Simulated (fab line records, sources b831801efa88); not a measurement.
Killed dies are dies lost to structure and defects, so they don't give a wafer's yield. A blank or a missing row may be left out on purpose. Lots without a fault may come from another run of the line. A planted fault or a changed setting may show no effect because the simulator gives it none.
Which tool did it? | flow gf180mcu | 14 lots, 42 wafers sampled, at 4 steps of a route of 602

WHAT THE GAUGES READ, wafer by wafer
GF_STI_THK_MEAS_04.
lot  | measured    | on            | STI_CVD_03_THK (nm)
L598 | day 1 15:19 | film_metro-02 | 206.4 205.3 206.4
L599 | day 1 21:04 | film_metro-01 | 204.5 205.2 205.9
L600 | day 2 01:19 | film_metro-01 | 208.6 207.0 208.8
L602 | day 2 09:55 | film_metro-02 | 210.0 209.4 211.4
L603 | day 2 15:06 | film_metro-01 | 206.8 208.8 207.8
L604 | day 2 19:35 | film_metro-01 | 211.2 208.1 209.9
L605 | day 3 01:02 | film_metro-02 | 205.7 206.1 205.5
L607 | day 3 10:46 | film_metro-01 | 206.7 209.2 207.3
L608 | day 3 16:34 | film_metro-02 | 210.8 210.0 210.2
L609 | day 3 21:14 | film_metro-02 | 208.1 206.3 205.0
L611 | day 4 07:25 | film_metro-02 | 209.0 208.1 209.4
L616 | day 5 07:34 | film_metro-02 | 206.8 206.5 206.9
L617 | day 5 13:22 | film_metro-02 | 207.7 209.1 207.1
L621 | day 6 08:35 | film_metro-03 | 206.0 207.8 206.5

GF_MVSD_OVL_MEAS_07.
lot  | measured    | on         | MVSD_OVL (nm)
L598 | day 4 11:16 | overlay-02 | 1.3 0.7 2.4
L599 | day 4 18:29 | overlay-01 | 0.7 0.4 0.8
L600 | day 5 00:01 | overlay-01 | 1.5 -0.2 -0.7
L602 | day 5 10:19 | overlay-02 | 1.8 1.9 1.8
L603 | day 5 18:43 | overlay-01 | 1.3 -0.1 2.4
L604 | day 5 20:14 | overlay-01 | 1.1 0.3 2.1
L605 | day 6 01:58 | overlay-01 | 1.4 0.9 1.9
L607 | day 6 16:53 | overlay-01 | 0.2 -1.1 -0.1
L608 | day 6 20:16 | overlay-02 | -0.3 -0.6 1.3
L609 | day 7 03:31 | overlay-02 | -1.1 1.2 -0.2
L611 | day 7 13:43 | overlay-01 | 0.7 1.0 1.3
L616 | day 8 17:37 | overlay-01 | 197.5 199.0 198.8
L617 | day 8 23:55 | overlay-02 | 198.9 199.5 199.4
L621 | day 9 21:43 | overlay-01 | 1.6 -0.7 0.6

GF_DUAL_GATE_THK_MEAS_03.
lot  | measured     | on            | DUAL_GATE_OXIDATION_00_THK (nm)
L598 | day 7 17:58  | film_metro-03 | 10.73 11.02 10.63
L599 | day 8 00:24  | film_metro-03 | 11.15 10.81 10.99
L600 | day 8 07:19  | film_metro-03 | 10.78 10.46 10.63
L602 | day 8 19:04  | film_metro-01 | 10.81 10.86 11.02
L603 | day 9 04:01  | film_metro-01 | 10.75 10.55 10.58
L604 | day 9 05:54  | film_metro-02 | 11.04 10.77 10.95
L605 | day 9 12:28  | film_metro-01 | 11.16 10.89 11.13
L607 | day 10 05:09 | film_metro-01 | 11.13 11.12 11.05
L608 | day 10 10:24 | film_metro-02 | 11.03 10.86 11.08
L609 | day 10 18:43 | film_metro-02 | 10.84 10.99 10.80
L611 | day 11 05:21 | film_metro-02 | 11.22 11.31 11.19
L616 | day 12 14:46 | film_metro-02 | 11.22 11.18 11.14
L617 | day 12 23:31 | film_metro-02 | 10.99 11.29 11.27
L621 | day 14 00:59 | film_metro-01 | 11.06 11.06 11.13

WHICH TOOL RAN EACH LOT (tool, then ch and the chambers of the sampled wafers, then the start)
lot  | GF_MVSD_EXPOSE_04
L598 | iline_stepper-01 ch 0, day 4 04:37
L599 | iline_stepper-02 ch 0, day 4 11:41
L600 | iline_stepper-01 ch 0, day 4 16:59
L602 | iline_stepper-01 ch 0, day 5 03:26
L603 | iline_stepper-02 ch 0, day 5 11:50
L604 | iline_stepper-01 ch 0, day 5 13:14
L605 | iline_stepper-02 ch 0, day 5 19:02
L607 | iline_stepper-02 ch 0, day 6 09:29
L608 | iline_stepper-01 ch 0, day 6 12:55
L609 | iline_stepper-02 ch 0, day 6 19:44
L611 | iline_stepper-02 ch 0, day 7 06:14
L616 | iline_stepper-02 ch 0, day 8 09:26
L617 | iline_stepper-02 ch 0, day 8 15:59
L621 | iline_stepper-01 ch 0, day 9 13:05
- GF_MVSD_EXPOSE_04: exposes mask MVSD, target cd 1000 nm.

WHAT THE TOOLS THEMSELVES READ (means of the sampled wafers that have a number; where no wafer has one, the mark that the record gives instead)
The record holds no such reading with a usual standard deviation.

THE ANSWER, worked out from the rows above alone
Rule: what is usual is taken from the lots themselves. Put in order of their means at a reading, lots are off if they are a third of the lots or fewer, leave a main group of 4 or more, and stand apart from it by a gap of 3 or more times the standard deviation of the main group's means; of several such gaps the widest counts. A main group whose means are all the same, to the digits that the tables above print for the reading, isn't used. A lot without any number at a reading at which 4 lots or more have one is off too. The other lots that the step has rows for count as sound. The gauges are gone through in route order, then the tools' own readings, and for those a lot's mean is taken as printed above. The first step at which some lot is off is used, and at that step the reading that is off furthest; a lot without a number counts as furthest.
Off: L616, L617, at GF_MVSD_OVL_MEAS_07 (MVSD_OVL). The main group: mean 0.8 nm, standard deviation 0.65.
A tool fits if, at a process step before that reading, it ran every lot that is off, and no sound lot after the first of them. The gauges at GF_MVSD_OVL_MEAS_07 are tried like those tools. One fits: iline_stepper-02 at GF_MVSD_EXPOSE_04. Its last sound lot is L611 (day 7 06:14), its first lot that is off L616 (day 8 09:26): a fault that began between those two fits.

WHAT THE SIMULATOR HAD PUT IN
Scanner matching overlay: iline_stepper-02, from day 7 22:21 on, at GF_MVSD_EXPOSE_04. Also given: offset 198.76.
Lots struck among those shown: L616, L617. The rule above found the same.
